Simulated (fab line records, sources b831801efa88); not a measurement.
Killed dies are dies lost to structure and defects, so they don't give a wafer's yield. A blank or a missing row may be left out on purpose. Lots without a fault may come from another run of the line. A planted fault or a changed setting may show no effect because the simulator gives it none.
Which tool did it? | flow gf180mcu | 11 lots, 33 wafers sampled, at 3 steps of a route of 602

WHAT THE GAUGES READ, wafer by wafer
GF_M2_RS_MEAS_05: measures by four-point-probe.
lot  | measured     | on            | M2_ALCU_RS (ohm/sq)
L575 | day 18 12:48 | film_metro-03 | 0.0694 0.0697 0.0697
L579 | day 19 20:49 | film_metro-03 | 0.0694 0.0687 0.0693
L580 | day 20 06:05 | film_metro-02 | 0.0696 0.0688 0.0693
L581 | day 20 16:12 | film_metro-03 | 0.0694 0.0708 0.0691
L582 | day 20 17:24 | film_metro-04 | 0.0695 0.0689 0.0691
L583 | day 21 01:41 | film_metro-04 | 0.0690 0.0691 0.0684
L588 | day 23 06:46 | film_metro-03 | 0.1061 0.1089 0.1096
L591 | day 24 04:46 | film_metro-04 | 0.1071 0.1081 0.1063
L593 | day 24 20:51 | film_metro-02 | 0.0681 0.0687 0.0677
L594 | day 25 04:36 | film_metro-03 | 0.0683 0.0675 0.0683
L595 | day 25 12:01 | film_metro-02 | 0.0693 0.0693 0.0690

WHICH TOOL RAN EACH LOT (tool, then ch and the chambers of the sampled wafers, then the start)
lot  | GF_V1_ETCH_16                      | GF_M2_SPUTTER_02
L575 | rie_diel-02 ch 0,1,2, day 18 11:10 | pvd_sputter-01, day 18 12:41
L579 | rie_diel-03 ch 0,1,2, day 19 19:13 | pvd_sputter-01, day 19 20:42
L580 | rie_diel-04 ch 1,2,3, day 20 04:22 | pvd_sputter-01, day 20 06:00
L581 | rie_diel-03 ch 0,1,2, day 20 14:28 | pvd_sputter-01, day 20 16:07
L582 | rie_diel-04 ch 1,3, day 20 15:46   | pvd_sputter-03, day 20 17:16
L583 | rie_diel-04 ch 0,1,2, day 21 00:04 | pvd_sputter-03, day 21 01:35
L588 | rie_diel-04 ch 1,2, day 23 04:58   | pvd_sputter-01, day 23 06:40
L591 | rie_diel-03 ch 0,2,3, day 24 03:10 | pvd_sputter-01, day 24 04:40
L593 | rie_diel-04 ch 0,2,3, day 24 19:16 | pvd_sputter-02, day 24 20:46
L594 | rie_diel-03 ch 0,2,3, day 25 03:01 | pvd_sputter-03, day 25 04:31
L595 | rie_diel-04 ch 0,1, day 25 10:25   | pvd_sputter-03, day 25 11:55
- GF_V1_ETCH_16: etches BARC in N2/H2.
- GF_M2_SPUTTER_02: material AlCu, target thk 450 nm, time 23.9 s.

THE ANSWER, worked out from the rows above alone
Rule: what is usual is taken from the lots themselves. Put in order of their means at a reading, lots are off if they are a third of the lots or fewer, leave a main group of 4 or more, and stand apart from it by a gap of 3 or more times the standard deviation of the main group's means; of several such gaps the widest counts. A main group whose means are all the same, to the digits that the tables above print for the reading, isn't used. A lot without any number at a reading at which 4 lots or more have one is off too. The other lots that the step has rows for count as sound.
Off: L588, L591, at GF_M2_RS_MEAS_05 (M2_ALCU_RS). The main group: mean 0.0690 ohm/sq, standard deviation 0.00055.
A tool fits if, at a process step before that reading, it ran every lot that is off, and no sound lot after the first of them. The gauges at GF_M2_RS_MEAS_05 are tried like those tools. One fits: pvd_sputter-01 at GF_M2_SPUTTER_02. Its last sound lot is L581 (day 20 16:07), its first lot that is off L588 (day 23 06:40): a fault that began between those two fits.

WHAT THE SIMULATOR HAD PUT IN
Process parameter drift: pvd_sputter-01, from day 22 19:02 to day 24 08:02, at GF_M2_SPUTTER_02. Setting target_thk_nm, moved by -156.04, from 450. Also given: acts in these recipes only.
Lots struck among those shown: L588, L591. The rule above found the same.
